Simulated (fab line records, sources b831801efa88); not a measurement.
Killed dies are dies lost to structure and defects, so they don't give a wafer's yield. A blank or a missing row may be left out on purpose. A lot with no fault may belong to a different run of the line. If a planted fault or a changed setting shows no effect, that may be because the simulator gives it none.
Chamber matching -- flow sky130 -- 3 sister chambers for SKY_VIA4_HDPCVD_00 on hdpcvd-01
The step deposits SiO2, target thk 1750 nm, time 291.7 s. 6 wafers are shown with their chamber, then 8 later ones without.

== EACH WAFER AND ITS CHAMBER ==
wafer,chamber,runLengthS (s)
L879.2,1,320.0
L879.4,0,318.6
L881.3,2,319.7
L881.4,2,319.6
L881.6,0,319.0
L883.2,1,319.5

== WAFERS WHOSE CHAMBER IS MISSING ==
wafer,runLengthS (s)
L883.3,318.9
L883.6,320.3
L884.2,319.3
L884.4,319.8
L884.6,319.6
L885.1,319.8
L885.3,319.0
L885.4,319.2

== WHICH CHAMBER EACH ONE RAN IN ==
wafer,from the rows above,in truth
L883.3,0,0
L883.6,can't be placed: 1 or 2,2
L884.2,can't be placed: 2 or 1 or 0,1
L884.4,can't be placed: 1 or 2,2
L884.6,can't be placed: 2 or 1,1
L885.1,can't be placed: 1 or 2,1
L885.3,can't be placed: 0 or 2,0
L885.4,can't be placed: 0 or 2 or 1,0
1 of 8 placed correctly. From these rows, 7 cannot be placed; in 7 the true chamber is one of the candidates. Placed wrongly: 0.
How it was worked out, from the rows above alone: a wafer's distance from a chamber is the root of the sum, over the readings, of the square of ((its reading less the chamber's mean) divided by the reading's scatter). The wafer belongs to the nearest chamber; if the next one is less than 2 further off, it can't be placed. Each chamber's mean is taken over the wafers shown for it. The scatter: the root of (the sum of the squares of (reading less its chamber's mean) over the shown wafers, divided by (wafers less chambers)).
